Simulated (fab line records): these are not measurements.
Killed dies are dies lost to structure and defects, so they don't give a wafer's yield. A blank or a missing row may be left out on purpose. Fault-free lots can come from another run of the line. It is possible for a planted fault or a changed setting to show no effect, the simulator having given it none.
fab line records ; flow sky130
[record] lots = 6; wafers = 18; lastDay = 48
route steps=708 shown PWDE@55 NWELL@56
lots that met no fault: from a run of the same line without faults
startH: hours from the record's first day to the start of the lot's first wafer shown ; waitH: hours elapsed since this lot's preceding step ; " as in the row above ; L1.1+2: a row that stands for several wafers ; - value missing, or start not given ; * or withheld: withheld ; < > ~ a bound
route shown NAME@n: NAME is a module with steps in the file, n the number in the route of the first one ; usual: average and standard deviation across the fault-free wafers ; same: alike in all rows ; chamber/n: place in a boat ; sites: readings site by site ; _std_site: the standard deviation of these ; _edge_site: outer sites' mean less inner sites' ; radiusMm: how far each site lies from the wafer's centre ; mask NAME#n: copy n ; behind: the last tool/chamber to shape the wafer ; hold: cause of the lot's hold/its duration in hours/its outcome ; device: which transistor (n, p or np) failed to switch ; end of line: the same wafers' tests at the end of the route ; step lacking rows: just its recipe ; killed: dies that structure and defects cost at the first sort, which is not the same as the wafer's yield ; map: the dies of a wafer, with x for killed, . for not killed, _ for no die there
set.NAME: the setting that was run; set.NAME@STEP: the one run at that earlier step ; model.NAME: the simulator's own value behind a step, which no gauge read
lots at some steps of the route; a table a step, a row a wafer
services: a tool's chamber out of use, with start hour (startH, from the record's first day; less than 0 if before it), hours out, and reason
[[steps]]
[step SKY_PWDE_TW_MEAS_10]
[usual] PWDE_TW = 374/3.2
lot.wafer;tool;chamber;startH;waitH;PWDE_TW
L258.1;filmMetro-02;-;85.99;0.1;369
L258.4;filmMetro-02;-;85.99;0.1;372
L258.6;filmMetro-02;-;85.99;0.1;372
L261.1;filmMetro-02;-;99.37;0.1;373
L261.5;filmMetro-02;-;99.37;0.1;370
L261.6;filmMetro-02;-;99.37;0.1;369
L262.2;filmMetro-04;-;100.38;0.1;375
L262.4;filmMetro-04;-;100.38;0.1;373
L262.5;filmMetro-04;-;100.38;0.1;375
L263.1;filmMetro-04;-;109.22;0.1;374
L263.3;filmMetro-04;-;109.22;0.1;372
L263.4;filmMetro-04;-;109.22;0.1;373
L264.2;filmMetro-02;-;109.58;0.1;370
L264.3;filmMetro-02;-;109.58;0.1;368
L264.5;filmMetro-02;-;109.58;0.1;370
L270.1;filmMetro-02;-;140.67;0.1;369
L270.5;filmMetro-02;-;140.67;0.1;366
L270.6;filmMetro-02;-;140.67;0.1;367
[step SKY_NWELL_DEHYDRATE_03]
[recipe] tempC = 200; timeS = 60
[step SKY_NWELL_HMDS_04]
[recipe] primeTimeS = 60; primeTempC = 120
[step SKY_NWELL_COAT_05]
[recipe] spinRpm = 2000; resistThkNm = 3000
[step SKY_NWELL_SOFTBAKE_06]
[recipe] tempC = 110; timeS = withheld
[step SKY_NWELL_EXPOSE_07]
[recipe] maskId = NWM; na = 0.6; sourceShape = conventional; sigmaOuter = 0.6; polarization = unpolarized; targetCdNm = 840; doseMj = 255
[step SKY_NWELL_PEB_08]
[recipe] tempC = 115; timeS = withheld
[step SKY_NWELL_DEVELOP_09]
[recipe] wallAngleDeg = 90; developer = TMAH; developTimeS = 60; devTempC = 23
[step SKY_NWELL_OVL_MEAS_10]
[usual] NWELL_00_OVL = -1.7/1.6
lot.wafer;tool;chamber;startH;waitH;NWELL_00_OVL[nm]
L258.1;overlay-02;-;103.64;-;-3.0
L258.4;overlay-02;-;103.64;-;-3.6
L258.6;overlay-02;-;103.64;-;-3.5
L261.1;overlay-01;-;117.10;-;-1.0
L261.5;overlay-01;-;117.10;-;-2.8
L261.6;overlay-01;-;117.10;-;-1.8
L262.2;overlay-02;-;118.49;-;0.2
L262.4;overlay-02;-;118.49;-;-3.3
L262.5;overlay-02;-;118.49;-;-1.5
L263.1;overlay-01;-;127.89;-;-2.1
L263.3;overlay-01;-;127.89;-;-1.9
L263.4;overlay-01;-;127.89;-;-1.8
L264.2;overlay-02;-;128.57;-;-3.2
L264.3;overlay-02;-;128.57;-;-2.3
L264.5;overlay-02;-;128.57;-;-1.1
L270.1;overlay-01;-;160.12;-;-0.2
L270.5;overlay-01;-;160.12;-;1.2
L270.6;overlay-01;-;160.12;-;-0.4
[step SKY_NWELL_IMPLANT_11]
[recipe] species = P; energyKev = 400; doseCm2 = 1.9e+13; tiltDeg = withheld
[step SKY_NWELL_IMPLANT_12]
[recipe] species = P; energyKev = 120; doseCm2 = 1.3e+12; tiltDeg = withheld
[step SKY_NWELL_IMPLANT_13]
[recipe] species = P; energyKev = 50; doseCm2 = 7e+11; tiltDeg = withheld
[step SKY_NWELL_STRIP_14]
[recipe] chemistry = O2/N2; powerW = 1400; pressureMtorr = 1500; platenTempC = withheld; o2FlowSccm = 3000; n2FlowSccm = 300; overashFraction = 0.5
[usual] chamberPressureMTorr = 1499.9/1.4; drypumpMotorCurrentA = 5.6/0.57; n2FlowSccm = 300.2/0.84; o2FlowSccm = 3000/9; oesProductAu = 0.722/0.0046; stripTimeToEndpointS = 36.92/0.12
lot.wafer;tool;chamber;startH;waitH;chamberPressureMTorr;drypumpMotorCurrentA;n2FlowSccm;o2FlowSccm;oesProductAu;rfHoursCounterH;stripTimeToEndpointS;model.coat_of_NWELL_COAT_05.thkNm
L258.1;plasmaAsher-04;1;104.12;0.1;1500.4;6.0;300.8;2998;0.727;28;36.67;0
L258.4;plasmaAsher-04;1;104.12;0.1;1498.7;6.0;300.1;3006;0.720;-;36.87;0
L258.6;plasmaAsher-04;0;104.12;0.1;1499.9;5.8;301.6;2983;0.729;-;36.79;0
L261.1;plasmaAsher-02;0;117.59;0.1;1499.5;4.9;299.1;3003;0.719;45;36.83;0
L261.5;plasmaAsher-02;1;117.59;0.1;1498.9;5.4;300.2;3008;0.723;-;36.81;0
L261.6;plasmaAsher-02;0;117.59;0.1;1499.3;4.9;300.0;2993;0.724;-;36.81;0
L262.2;plasmaAsher-04;1;118.97;0.1;-;-;-;-;-;-;-;2989
L262.4;plasmaAsher-04;0;118.97;0.1;-;-;-;-;-;-;-;3001
L262.5;plasmaAsher-04;0;118.97;0.1;-;-;-;-;-;-;-;2987
L263.1;plasmaAsher-04;0;128.37;0.1;-;-;-;-;-;-;-;3009
L263.3;plasmaAsher-04;0;128.37;0.1;-;-;-;-;-;-;-;3012
L263.4;plasmaAsher-04;1;128.37;0.1;-;-;-;-;-;-;-;3009
L264.2;plasmaAsher-02;1;129.05;0.1;1500.8;5.4;299.8;2994;0.721;46;36.79;0
L264.3;plasmaAsher-02;0;129.05;0.1;1498.5;4.9;299.9;2986;0.724;-;36.82;0
L264.5;plasmaAsher-02;1;129.05;0.1;1497.9;5.4;300.3;2983;0.714;-;36.69;0
L270.1;plasmaAsher-02;0;160.60;0.1;1500.9;4.9;299.8;3004;0.724;49;36.94;0
L270.5;plasmaAsher-02;1;160.60;0.1;1501.8;5.4;301.6;2988;0.712;-;37.07;0
L270.6;plasmaAsher-02;0;160.60;0.1;1502.3;5.0;299.1;2995;0.727;-;36.99;0
[step SKY_NWELL_TW_MEAS_15]
[usual] NWELL_TW = 1816/17
lot.wafer;tool;chamber;startH;waitH;NWELL_TW
L258.1;filmMetro-03;-;104.22;0.1;1845
L258.4;filmMetro-03;-;104.22;0.1;1846
L258.6;filmMetro-03;-;104.22;0.1;1854
L261.1;filmMetro-02;-;117.69;0.1;1811
L261.5;filmMetro-02;-;117.69;0.1;1815
L261.6;filmMetro-02;-;117.69;0.1;1817
L262.2;filmMetro-04;-;119.08;0.1;1820
L262.4;filmMetro-04;-;119.08;0.1;1820
L262.5;filmMetro-04;-;119.08;0.1;1828
L263.1;filmMetro-02;-;128.47;0.1;1783
L263.3;filmMetro-02;-;128.47;0.1;1777
L263.4;filmMetro-02;-;128.47;0.1;1785
L264.2;filmMetro-02;-;129.16;0.1;1790
L264.3;filmMetro-02;-;129.16;0.1;1791
L264.5;filmMetro-02;-;129.16;0.1;1787
L270.1;filmMetro-02;-;160.70;0.1;1804
L270.5;filmMetro-02;-;160.70;0.1;1799
L270.6;filmMetro-02;-;160.70;0.1;1798
[step SKY_NWELL_DEHYDRATE_16]
[recipe] tempC = 200; timeS = 60
[step SKY_NWELL_HMDS_17]
[recipe] primeTimeS = 60; primeTempC = 120
[step SKY_NWELL_COAT_18]
[recipe] spinRpm = 2000; resistThkNm = 3000
[step SKY_NWELL_SOFTBAKE_19]
[recipe] tempC = 110; timeS = withheld
[step SKY_NWELL_EXPOSE_20]
[recipe] maskId = NWM_COMPLEMENT; na = 0.6; sourceShape = conventional; sigmaOuter = 0.6; polarization = unpolarized; targetCdNm = 840; doseMj = 260
[step SKY_NWELL_PEB_21]
[recipe] tempC = 115; timeS = withheld
[step SKY_NWELL_DEVELOP_22]
[recipe] wallAngleDeg = 90; developer = TMAH; developTimeS = 60; devTempC = 23
[step SKY_NWELL_OVL_MEAS_23]
[usual] NWELL_01_OVL = -0.5/1.4
lot.wafer;tool;chamber;startH;waitH;NWELL_01_OVL[nm]
L258.1;overlay-01;-;122.45;-;0.7
L258.4;overlay-01;-;122.45;-;1.4
L258.6;overlay-01;-;122.45;-;1.3
L261.1;overlay-01;-;136.61;-;-1.2
L261.5;overlay-01;-;136.61;-;-1.5
L261.6;overlay-01;-;136.61;-;-3.0
L262.2;overlay-02;-;137.44;-;-0.3
L262.4;overlay-02;-;137.44;-;0.1
L262.5;overlay-02;-;137.44;-;-1.7
L263.1;overlay-01;-;147.35;-;-2.9
L263.3;overlay-01;-;147.35;-;-0.1
L263.4;overlay-01;-;147.35;-;-3.1
L264.2;overlay-01;-;148.19;-;-1.0
L264.3;overlay-01;-;148.19;-;-1.1
L264.5;overlay-01;-;148.19;-;-1.0
L270.1;overlay-01;-;180.90;-;0.8
L270.5;overlay-01;-;180.90;-;1.6
L270.6;overlay-01;-;180.90;-;-0.1
[step SKY_NWELL_IMPLANT_24]
[recipe] species = B; energyKev = 140; doseCm2 = 9.2e+12; tiltDeg = withheld
[step SKY_NWELL_STRIP_25]
[recipe] chemistry = O2/N2; powerW = 1400; pressureMtorr = 1500; platenTempC = withheld; o2FlowSccm = 3000; n2FlowSccm = 300; overashFraction = 0.5
[usual] chamberPressureMTorr = 1499.9/1.3; drypumpMotorCurrentA = 5.4/0.5; n2FlowSccm = 300.1/0.91; o2FlowSccm = 3000/9.7; oesProductAu = 0.722/0.0042; stripTimeToEndpointS = 36.92/0.11
lot.wafer;tool;chamber;startH;waitH;chamberPressureMTorr;drypumpMotorCurrentA;n2FlowSccm;o2FlowSccm;oesProductAu;rfHoursCounterH;stripTimeToEndpointS
L258.1;plasmaAsher-02;1;122.64;0.1;1501.8;5.4;300.2;2988;0.720;46;36.76
L258.4;plasmaAsher-02;1;122.64;0.1;1498.5;5.4;300.1;2991;0.731;-;36.84
L258.6;plasmaAsher-02;0;122.64;0.1;1502.4;5.0;300.7;3000;0.730;-;36.74
L261.1;plasmaAsher-02;0;136.79;0.1;1499.1;4.9;300.1;2989;0.727;47;37.03
L261.5;plasmaAsher-02;1;136.79;0.1;1499.4;5.4;299.0;3000;0.718;-;36.94
L261.6;plasmaAsher-02;0;136.79;0.1;1501.5;5.0;299.3;2979;0.720;-;36.89
L262.2;plasmaAsher-03;0;137.62;0.1;1502.6;4.9;298.4;3001;0.740;2;81.08
L262.4;plasmaAsher-03;1;137.62;0.1;1501.4;6.3;300.4;3002;0.737;-;81.24
L262.5;plasmaAsher-03;1;137.62;0.1;1499.9;6.4;300.8;2993;0.737;-;81.07
L263.1;plasmaAsher-03;1;147.54;0.1;1499.8;6.3;300.2;2977;0.738;3;81.52
L263.3;plasmaAsher-03;0;147.54;0.1;1498.9;4.9;299.9;3007;0.741;-;81.40
L263.4;plasmaAsher-03;1;147.54;0.1;1499.4;6.3;298.7;2989;0.740;-;81.36
L264.2;plasmaAsher-02;1;148.37;0.1;1500.2;5.4;301.5;3002;0.720;48;36.92
L264.3;plasmaAsher-02;1;148.37;0.1;1499.9;5.4;300.6;2987;0.720;-;36.98
L264.5;plasmaAsher-02;1;148.37;0.1;1501.0;5.4;300.5;2994;0.719;-;36.88
L270.1;plasmaAsher-02;0;181.09;0.1;1499.2;4.9;302.6;3016;0.725;51;36.75
L270.5;plasmaAsher-02;1;181.09;0.1;1500.1;5.4;298.5;2992;0.719;-;36.84
L270.6;plasmaAsher-02;0;181.09;0.1;1500.0;4.9;302.1;3002;0.723;-;36.81
[step SKY_NWELL_TW_MEAS_26]
[usual] NWELL_2_TW = 497/4.3
lot.wafer;tool;chamber;startH;waitH;NWELL_2_TW
L258.1;filmMetro-03;-;122.74;0.1;498
L258.4;filmMetro-03;-;122.74;0.1;499
L258.6;filmMetro-03;-;122.74;0.1;500
L261.1;filmMetro-04;-;136.89;0.1;503
L261.5;filmMetro-04;-;136.89;0.1;503
L261.6;filmMetro-04;-;136.89;0.1;504
L262.2;filmMetro-04;-;137.73;0.1;30
L262.4;filmMetro-04;-;137.73;0.1;30
L262.5;filmMetro-04;-;137.73;0.1;30
L263.1;filmMetro-04;-;147.64;0.1;30
L263.3;filmMetro-04;-;147.64;0.1;30
L263.4;filmMetro-04;-;147.64;0.1;30
L264.2;filmMetro-04;-;148.48;0.1;497
L264.3;filmMetro-04;-;148.48;0.1;495
L264.5;filmMetro-04;-;148.48;0.1;497
L270.1;filmMetro-04;-;181.19;0.1;499
L270.5;filmMetro-04;-;181.19;0.1;499
L270.6;filmMetro-04;-;181.19;0.1;498
[step SKY_NWELL_CLEAN_27]
[recipe] chemistry = SC1/SC2; mix = 1:4:20; tempC = 70; timeS = 150; dry = n2Spin
[[services]]
tool;chamber;startH;hours;kind
plasmaAsher-03;-;108.75;9.0;pm
plasmaAsher-03;0;108.75;9.0;ventCycle
plasmaAsher-03;1;108.75;9.0;ventCycle
plasmaAsher-03;-;110.28;3.5;repair
plasmaAsher-04;-;112.68;1.3;repair
plasmaAsher-03;0;117.75;-;clean
plasmaAsher-03;1;117.75;-;clean
plasmaAsher-02;-;153.70;0.9;repair
[[key]]
[firstSign] step = SKY_NWELL_STRIP_14; reading = toolRecord; direction = missing
[effect] step = SKY_NWELL_STRIP_25; reading = stripTimeToEndpointS; direction = up; sigmas = 99+; usual = *; struck = *
[effect] step = SKY_NWELL_TW_MEAS_26; reading = NWELL_2_TW; direction = down; sigmas = 99+; usual = 497; struck = 30
[modelEffect] step = SKY_NWELL_STRIP_14; value = coat_of_NWELL_COAT_05.thkNm; without = 0; struck = 3001
metAt SKY_NWELL_STRIP_14
struckWafers L262.2,L262.4,L262.5,L263.1,L263.3,L263.4
sortLeftOut L262.2,L262.4,L262.5,L263.1,L263.3,L263.4
testerLeftOut L262,L263
onsetBetween 104.12 118.97
[fault] kind = skippedStepWhole; tool = plasmaAsher-04; chamber = -; onsetH = 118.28; steps = SKY_NWELL_STRIP_14; scope = struckLotsOnly
// testerLeftOut: of these lots the tester's yield and bins aren't shown, on N5 and GAA mostly nor the transistor test; their killed dies are dies lost to structure and defects alone, not to doping, threshold or leakage, so they don't give the yield
// sortLeftOut: the simulated sort isn't trusted on such a fault, so these wafers' sort isn't shown, and their yield isn't known
